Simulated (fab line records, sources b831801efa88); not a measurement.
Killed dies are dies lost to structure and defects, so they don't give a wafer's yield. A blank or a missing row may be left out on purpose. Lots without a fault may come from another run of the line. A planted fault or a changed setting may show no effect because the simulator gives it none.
One fault seen from 2 desks | flow gf180mcu | each desk has only its own numbers; what lay behind them comes last

THE TOOL OWNER'S DESK: implanter-03
The tool's own readings at GF_LVPWELL_IMPLANT_08: means of the sampled wafers that have a number, for each lot that ran on this tool. A lot is out of limits, marked OUT, if its mean lies more than 4 standard deviations from the usual mean; the brackets give that distance.
Columns: A = beam_energy_keV at GF_LVPWELL_IMPLANT_08, usual 170.00
lot  | first seen here | A
L890 | day 4 06:38     | 170.01
L895 | day 5 11:10     | 169.95
L897 | day 5 23:08     | 146.67 (-99 or more) OUT
L900 | day 6 14:38     | 146.64 (-99 or more) OUT
This desk's finding: out of limits on L897, L900; first on L897, day 5 23:08 (beam_energy_keV at GF_LVPWELL_IMPLANT_08). In limits: L890, L895.

THE METROLOGY DESK
What the gauges read, lot by lot, whatever tool the lot ran on: means of the sampled wafers that have a number. A lot is out of limits, marked OUT, if its mean lies more than 4 standard deviations from the usual mean; the brackets give that distance.
Columns: A = cd_nm at GF_STI_CD_MEAS_12, usual 219.7 nm; B = NWELL_OVL at GF_NWELL_OVL_MEAS_07, usual -0.5 nm; C = LVPWELL_RS at GF_VT_IMPLANT_RS_MEAS_48, usual 1196 ohm/sq
lot  | first seen here | A     | B    | C
L890 | day 2 10:29     | 217.9 | -1.2 | 1196
L892 | day 2 21:58     | 220.8 | 0.1  | 1194
L895 | day 3 13:13     | 218.7 | -1.4 | 1202
L897 | day 3 23:39     | 218.4 | 1.0  | 1235 (+11) OUT
L900 | day 4 14:58     | 217.8 | 0.5  | 1231 (+9.8) OUT
L904 | day 5 13:29     | 221.1 | 0.9  | 1192
L905 | day 5 19:16     | 219.2 | 0.3  | 1197
L906 | day 5 23:26     | 219.7 | -0.6 | 1194
L907 | day 6 03:59     | 220.1 | -0.4 | 1195
L908 | day 6 08:00     | 221.2 | -0.7 | 1195
L909 | day 6 15:07     | 219.7 | -1.9 | 1193
L910 | day 6 20:37     | 220.8 | -0.2 | 1203
L911 | day 7 01:21     | 218.1 | -0.8 | 1202
This desk's finding: out of limits on L897, L900; first on L897, day 10 03:01 (LVPWELL_RS at GF_VT_IMPLANT_RS_MEAS_48). In limits: L890, L892, L895, L904, L905, L906, L907, L908, L909, L910, L911.

PUT TOGETHER
The tool owner's desk could have raised an alarm at day 5 23:08, on L897, L900.
The metrology desk could have raised an alarm at day 10 03:01, on L897, L900.
Of the lots named, all ran GF_LVPWELL_IMPLANT_08 on implanter-03.

WHAT THE SIMULATOR HAD PUT IN
Process parameter drift: implanter-03, from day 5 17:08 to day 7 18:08, at GF_LVPWELL_IMPLANT_08. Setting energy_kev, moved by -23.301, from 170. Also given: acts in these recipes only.
Lots struck among those shown: L897, L900.
Hours from the fault's start to each desk's first reading out of limits: the tool owner's desk, 6; the metrology desk, 106.
